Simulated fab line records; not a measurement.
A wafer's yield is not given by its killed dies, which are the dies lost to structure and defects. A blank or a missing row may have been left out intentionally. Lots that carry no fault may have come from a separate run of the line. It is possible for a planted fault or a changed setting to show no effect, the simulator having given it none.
Struck lot and sound lot, side by side || flow sky130 || 18 out of 708 route steps
Sound: these wafers, L785.1, L785.2, L785.5. Wafers L797.3, L797.4, L797.5 were the ones struck. The cause is named last.
Per side, at each step with rows, come the tool, then ch with its chambers, and then its first start. Under that, the readings that differ: sound wafers || struck wafers || difference of the means || sigmas: that difference in standard deviations of wafers without a fault.
alike: words and numbers the same on both sides, and readings whose means are apart by under 2 such deviations; not compared: readings that were withheld, readings missing a value for some wafer, numbers with overlapping values and no deviation given by the record, and bounds like >300 which may hide the same value.
The two part at a step that has a row with sigmas, a row that says differs or no value, or rows on one side only. When numbers do not overlap yet have no deviation, they are printed without sigmas and do not part them. Lack of a reading on every wafer of one side parts them only where that side has two or more wafers.

first, 3 steps without rows for these wafers: SKY_VIA2_EXPOSE_09 (exposes mask VIM2, target cd 200 nm); SKY_VIA2_PEB_10; SKY_VIA2_DEVELOP_11 (develop time 60 s).
SKY_VIA2_CD_MEAS_12 targets a cd of 200 nm.
  sound on cd-sem-02 at day 37 06:02; struck on cd-sem-02 at day 40 22:38
  alike: cd-nm
SKY_VIA2_OVL_MEAS_13:
  sound on overlay-02 at day 37 06:09; struck on overlay-01 at day 40 22:43
{"reading": "VIA2_OVL (nm)", "sound": "8 6 6", "struck": "-1 -5 -5", "difference": -10, "sigmas": -2}
SKY_VIA2_ETCH_14: etches BARC in N2/H2, stops on SiO2, time 45.9 s, target depth 60 nm.
  sound on rie-diel-01 ch 1,3, day 37 06:11; struck on rie-diel-01 ch 0,2,3, day 40 22:45
  alike: drypump-motor-current-A, n2-flow-sccm, oes-product-au, throttle-valve-pct
  not compared: rf-hours-counter-h
SKY_VIA2_ETCH_15: etches SiO2 in C4F8/O2/Ar, stops on TiN, target depth 546 nm, time 84 s.
  sound on rie-diel-01 ch 1,3, day 37 06:14; struck on rie-diel-01 ch 0,2,3, day 40 22:47
  alike: oes-product-au
  not compared: rf-hours-counter-h
SKY_VIA2_STRIP_16: strips in O2/N2.
  sound on plasma-asher-01 ch 0,1, day 37 06:17; struck on plasma-asher-03 ch 0,1, day 40 22:53
  alike: drypump-motor-current-A, n2-flow-sccm, oes-product-au, strip-time-to-endpoint-s
  not compared: rf-hours-counter-h
then, 3 steps without rows for these wafers: SKY_VIA2_STRIP_17 (strips in post etch residue remover, time 1200 s); SKY_VIA2_CLEAN_18 (cleans in IPA, time 180 s); SKY_VIA2_CLEAN_19 (cleans in O3/DIW).
SKY_VIA2_SPUTTER_20: material TiN, target thk 20 nm, time 80 s.
  sound on pvd-sputter-03 at day 37 06:56; struck on pvd-sputter-03 at day 40 23:27
  alike: throttle-valve-pct
SKY_VIA2_CVD_21: deposits W, target thk 420 nm, time 126.4 s.
  sound on cvd-w-02 ch 0,1, day 37 06:59; struck on cvd-w-02 ch 0,1, day 40 23:33
{"reading": "model.W_of_VIA2_CVD_21.thk-nm (nm)", "sound": "423.1 433.9 424.2", "struck": "564.5 556.4 558.6", "difference": "+132.8", "sigmas": ""}
  alike: heater-power-w
SKY_VIA2_RS_MEAS_22: uses a four-point probe to measure.
  sound on film-metro-01 at day 37 07:07; struck on film-metro-01 at day 40 23:41
{"reading": "VIA2_W_RS (ohm/sq)", "sound": "0.270 0.264 0.269", "struck": "0.202 0.204 0.204", "difference": -0.064, "sigmas": -13}
SKY_VIA2_THK_MEAS_23: measures by xrf.
  sound on film-metro-01 at day 37 07:14; struck on film-metro-01 at day 40 23:47
  not compared: VIA2_W_THK
SKY_VIA2_CMP_24: polishes, stops on SiO2, t overpolish 20 s, target thk 0 nm.
  sound on cmp-02 ch 0,1,2, day 37 07:24; struck on cmp-02 ch 1,2,3, day 40 23:49
{"reading": "time-to-endpoint-s (s)", "sound": "109 106 98", "struck": "140 144 139", "difference": "+37", "sigmas": "+6"}
  alike: head-pressure-psi, motor-current-A, platen-rpm
SKY_METAL3_SPUTTER_00: material Ti, target thk 15 nm, time 10 s.
  sound on pvd-sputter-02 at day 37 07:36; struck on pvd-sputter-04 at day 41 00:07
  alike: throttle-valve-pct
after that, 1 step had no rows for these wafers: SKY_PAD_OPEN_PROBE_99.

WHERE THEY PART
At SKY_VIA2_OVL_MEAS_13 first; at SKY_VIA2_CMP_24 last (within this record only). Later steps at which nothing parts them and some readings are alike: SKY_METAL3_SPUTTER_00.

WHY: what had been put in by the simulator
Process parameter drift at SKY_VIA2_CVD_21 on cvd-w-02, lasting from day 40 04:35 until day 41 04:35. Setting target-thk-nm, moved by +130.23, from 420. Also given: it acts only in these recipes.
